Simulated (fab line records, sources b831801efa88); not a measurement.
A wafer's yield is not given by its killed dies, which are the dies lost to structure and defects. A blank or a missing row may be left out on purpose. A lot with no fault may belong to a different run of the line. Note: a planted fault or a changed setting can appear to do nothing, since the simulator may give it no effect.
2 desks looking at one fault / flow gf180mcu / each desk has only its own numbers; what lay behind them comes last

## DESK OF THE TOOL OWNER: pvd_sputter-02
The tool's own readings at GF_V3_SPUTTER_22 (material TiN, target thk 10 nm, time 40 s): means of the sampled wafers that have a number, for each lot that ran on this tool. A lot is out of limits, marked OUT, if its mean lies more than 4 standard deviations from the usual mean; the brackets give that distance.
Columns: A = cathode_dc_power_W at GF_V3_SPUTTER_22, usual 4000.0 W; B = throttle_valve_pct at GF_V3_SPUTTER_22, usual 30.2 %
lot=L342; first seen here=day 24 15:55; A=3998.8; B=30.8
lot=L345; first seen here=day 25 13:47; A=3597.0 (-99 or more) OUT; B=29.4
lot=L346; first seen here=day 25 23:10; A=3597.6 (-99 or more) OUT; B=29.7
lot=L348; first seen here=day 26 19:43; A=3596.5 (-99 or more) OUT; B=29.6
lot=L356; first seen here=day 29 01:44; A=4000.2; B=30.5
lot=L357; first seen here=day 29 08:24; A=3999.9; B=29.7
This desk's verdict: out of limits on L345, L346, L348, starting with L345 at day 25 13:47 (cathode_dc_power_W at GF_V3_SPUTTER_22). L342, L356, L357: within limits.

## THE METROLOGY DESK
What the gauges read, lot by lot, whatever tool the lot ran on: means of the sampled wafers that have a number. A lot is out of limits, marked OUT, if its mean lies more than 4 standard deviations from the usual mean; the brackets give that distance.
Columns: A = cd_nm at GF_V3_CD_MEAS_14, usual 259.9 nm; B = V3_OVL at GF_V3_OVL_MEAS_15, usual -3 nm
lot=L342; first seen here=day 24 15:04; A=258.6; B=-6
lot=L343; first seen here=day 24 16:42; A=259.3; B=-4
lot=L345; first seen here=day 25 12:55; A=260.0; B=-3
lot=L346; first seen here=day 25 22:19; A=261.4; B=1
lot=L348; first seen here=day 26 18:47; A=258.8; B=-9
lot=L356; first seen here=day 29 00:49; A=259.1; B=-6
lot=L357; first seen here=day 29 07:31; A=261.6; B=-1
This desk found nothing out of limits on any of the 7 lots.

## PUT TOGETHER
An alarm could have come from the tool owner's desk at day 25 13:47, on L345, L346, L348.
Metrology desk: nothing out of limits seen.
The metrology desk has L345, L346, L348 on record, within its limits.
Every lot named ran GF_V3_SPUTTER_22 on pvd_sputter-02.

## WHAT HAD BEEN PUT IN BY THE SIMULATOR
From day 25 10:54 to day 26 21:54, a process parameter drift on pvd_sputter-02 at GF_V3_SPUTTER_22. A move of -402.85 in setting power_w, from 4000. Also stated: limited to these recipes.
Lots struck among those shown: L345, L346, L348.
Delay in hours, fault start to first out-of-limits reading, by desk: the tool owner's desk at 3.
